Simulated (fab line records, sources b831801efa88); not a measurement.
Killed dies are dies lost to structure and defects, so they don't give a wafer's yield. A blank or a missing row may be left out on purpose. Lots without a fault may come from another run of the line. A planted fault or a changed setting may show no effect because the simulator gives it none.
Which tool did it? | flow sky130 | 11 lots, 31 wafers sampled, at 5 steps of a route of 708

WHAT THE GAUGES READ, wafer by wafer
SKY_SD_N_OVL_MEAS_08. Usual: SD_N_OVL -1.0 nm, standard deviation 1.4.
lot  | measured     | on         | SD_N_OVL (nm)  | flag
L695 | day 28 06:59 | overlay-01 | 0.3 0.8 1.0    |
L696 | day 29 11:59 | overlay-01 | 0.0 2.7 0.7    |
L699 | day 30 01:02 | overlay-02 | -2.4 -2.0 -1.6 |
L697 | day 30 03:03 | overlay-01 | -0.1 -0.7 0.7  |
L703 | day 31 03:38 | overlay-02 | -0.9 -1.2 0.1  |
L706 | day 31 21:45 | overlay-02 | -1.7 -2.1 -2.6 |
L707 | day 32 05:38 | overlay-02 | -2.3 -1.9      |
L709 | day 32 09:09 | overlay-01 | 2.7 -0.4       |
L710 | day 32 13:42 | overlay-02 | -3.2 -2.7 -1.7 |
L713 | day 34 03:00 | overlay-01 | -1.0 -1.3 -1.6 |
L714 | day 34 15:56 | overlay-02 | 0.8 -1.3 -2.9  |

SKY_SD_N_RS_MEAS_18: measures by four-point-probe. Usual: RES_XHIGH_RS 333.3 ohm/sq, standard deviation 1.4.
lot  | measured     | on            | RES_XHIGH_RS (ohm/sq) | flag
L695 | day 28 07:59 | film_metro-03 | 333.1 333.9 332.7     |
L696 | day 29 12:57 | film_metro-01 | 334.5 335.1 335.1     |
L699 | day 30 02:09 | film_metro-04 | 331.7 332.8 333.3     |
L697 | day 30 04:02 | film_metro-03 | 333.2 333.8 333.6     |
L703 | day 31 04:38 | film_metro-01 | 332.4 332.5 331.1     |
L706 | day 31 22:46 | film_metro-01 | 332.7 333.6 332.7     |
L707 | day 32 06:36 | film_metro-01 | 334.2 336.6           |
L709 | day 32 10:08 | film_metro-04 | 334.0 333.9           |
L710 | day 32 14:41 | film_metro-03 | 334.6 335.0 335.3     |
L713 | day 34 03:58 | film_metro-04 | 333.6 332.6 335.2     |
L714 | day 34 16:54 | film_metro-03 | 332.8 333.7 333.2     |

SKY_PASSIVATION_THK_MEAS_03. Usual: PASSIVATION_CVD_02_THK 537 nm, standard deviation 7.9.
lot  | measured     | on            | PASSIVATION_CVD_02_THK (nm) | flag
L695 | day 43 20:09 | film_metro-03 | 543 550 549                 |
L696 | day 44 17:20 | film_metro-03 | 532 540 532                 |
L699 | day 45 12:26 | film_metro-03 | 536 540 541                 |
L697 | day 45 13:54 | film_metro-03 | 537 533 541                 |
L703 | day 46 08:28 | film_metro-04 | 534 536 541                 |
L706 | day 46 16:37 | film_metro-04 | 522 392 535                 | OFF
L707 | day 46 21:37 | film_metro-03 | 526 392                     | OFF
L709 | day 47 08:53 | film_metro-01 | 386 394                     | OFF
L710 | day 47 13:10 | film_metro-01 | 535 536 535                 |
L713 | day 48 11:11 | film_metro-04 | 541 540 542                 |
L714 | day 49 00:34 | film_metro-03 | 549 548 554                 |

WHICH TOOL RAN EACH LOT (tool, then ch and the chambers of the sampled wafers, then the start)
lot  | SKY_LDD_LDN_STRIP_12                 | SKY_PASSIVATION_CVD_02
L695 | plasma_asher-04 ch 0,1, day 23 12:59 | pecvd-03 ch 0,1,2, day 43 19:55
L696 | plasma_asher-04 ch 0,1, day 24 17:08 | pecvd-02 ch 1,2, day 44 17:07
L699 | plasma_asher-01 ch 0,1, day 25 05:12 | pecvd-03 ch 0,2, day 45 12:13
L697 | plasma_asher-01 ch 0,1, day 25 05:31 | pecvd-03 ch 1,2, day 45 13:37
L703 | plasma_asher-04 ch 0,1, day 26 08:44 | pecvd-02 ch 0,1,2, day 46 08:20
L706 | plasma_asher-03 ch 0,1, day 27 06:04 | pecvd-03 ch 1,2, day 46 16:23
L707 | plasma_asher-01 ch 0,1, day 27 11:28 | pecvd-03 ch 0,1, day 46 21:23
L709 | plasma_asher-01 ch 0, day 27 15:41   | pecvd-03 ch 0,1, day 47 08:38
L710 | plasma_asher-01 ch 0,1, day 27 19:47 | pecvd-01 ch 0,1, day 47 12:55
L713 | plasma_asher-03 ch 0,1, day 29 15:55 | pecvd-01 ch 0,1,2, day 48 10:58
L714 | plasma_asher-03 ch 0,1, day 29 23:20 | pecvd-01 ch 0,2, day 49 00:20
- SKY_LDD_LDN_STRIP_12: strips in O2/N2.
- SKY_PASSIVATION_CVD_02: deposits Si3N4, target thk 540 nm.

WHAT THE TOOLS THEMSELVES READ (means of the sampled wafers that have a number; where no wafer has one, the mark that the record gives instead)
SKY_LDD_LDN_STRIP_12. Usual: drypump_motor_current_A 5.8 A, standard deviation 0.48; oes_product_au 0.716 a.u., standard deviation 0.0045; strip_time_to_endpoint_s 14.18 s, standard deviation 0.04.
lot  | tool            | drypump_motor_current_A (A) | oes_product_au (a.u.) | strip_time_to_endpoint_s (s) | flag
L695 | plasma_asher-04 | 6.1                         | 0.715                 | 14.24                        |
L696 | plasma_asher-04 | 5.6                         | 0.715                 | 14.09                        |
L699 | plasma_asher-01 | 5.6                         | 0.719                 | 14.21                        |
L697 | plasma_asher-01 | 5.7                         | 0.720                 | 14.18                        |
L703 | plasma_asher-04 | 6.1                         | 0.715                 | 14.14                        |
L706 | plasma_asher-03 | 5.9                         | 0.716                 | 14.18                        |
L707 | plasma_asher-01 | 5.7                         | 0.715                 | 14.23                        |
L709 | plasma_asher-01 | 6.0                         | 0.714                 | 14.16                        |
L710 | plasma_asher-01 | 5.7                         | 0.717                 | 14.17                        |
L713 | plasma_asher-03 | 5.9                         | 0.716                 | 14.17                        |
L714 | plasma_asher-03 | 6.1                         | 0.714                 | 14.26                        |

SKY_PASSIVATION_CVD_02. Usual: heater_power_w 739 W, standard deviation 91; rf_fwd_power_W 449.1 W, standard deviation 1.4.
lot  | tool     | heater_power_w (W) | rf_fwd_power_W (W) | flag
L695 | pecvd-03 | 760                | 448.6              |
L696 | pecvd-02 | 713                | 450.3              |
L699 | pecvd-03 | 753                | 450.0              |
L697 | pecvd-03 | 722                | 448.6              |
L703 | pecvd-02 | 676                | 449.7              |
L706 | pecvd-03 | 723                | 449.7              |
L707 | pecvd-03 | 695                | 448.5              |
L709 | pecvd-03 | 732                | 450.0              |
L710 | pecvd-01 | 879                | 448.8              |
L713 | pecvd-01 | 783                | 448.7              |
L714 | pecvd-01 | 702                | 448.7              |

THE ANSWER, worked out from the rows above alone
Rule: a lot is off if the mean of its wafers that have a number lies more than 3 standard deviations from the usual mean. A lot without any number at a reading at which 4 lots or more have one is off too. The other lots that the step has rows for count as sound. The gauges are gone through in route order, then the tools' own readings, and for those a lot's mean is taken as printed above. The first step at which some lot is off is used, and at that step the reading that is off furthest; a lot without a number counts as furthest.
Off: L706, L707, L709, at SKY_PASSIVATION_THK_MEAS_03 (PASSIVATION_CVD_02_THK).
A tool fits if, at a process step before that reading, it ran every lot that is off, and no sound lot after the first of them. The gauges at SKY_PASSIVATION_THK_MEAS_03 are tried like those tools. One fits: pecvd-03 at SKY_PASSIVATION_CVD_02. Its last sound lot is L697 (day 45 13:37), its first lot that is off L706 (day 46 16:23): a fault that began between those two fits.

WHAT THE SIMULATOR HAD PUT IN
Process parameter drift: pecvd-03, from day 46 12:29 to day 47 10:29, at SKY_PASSIVATION_CVD_02. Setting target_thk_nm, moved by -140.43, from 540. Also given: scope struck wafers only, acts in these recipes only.
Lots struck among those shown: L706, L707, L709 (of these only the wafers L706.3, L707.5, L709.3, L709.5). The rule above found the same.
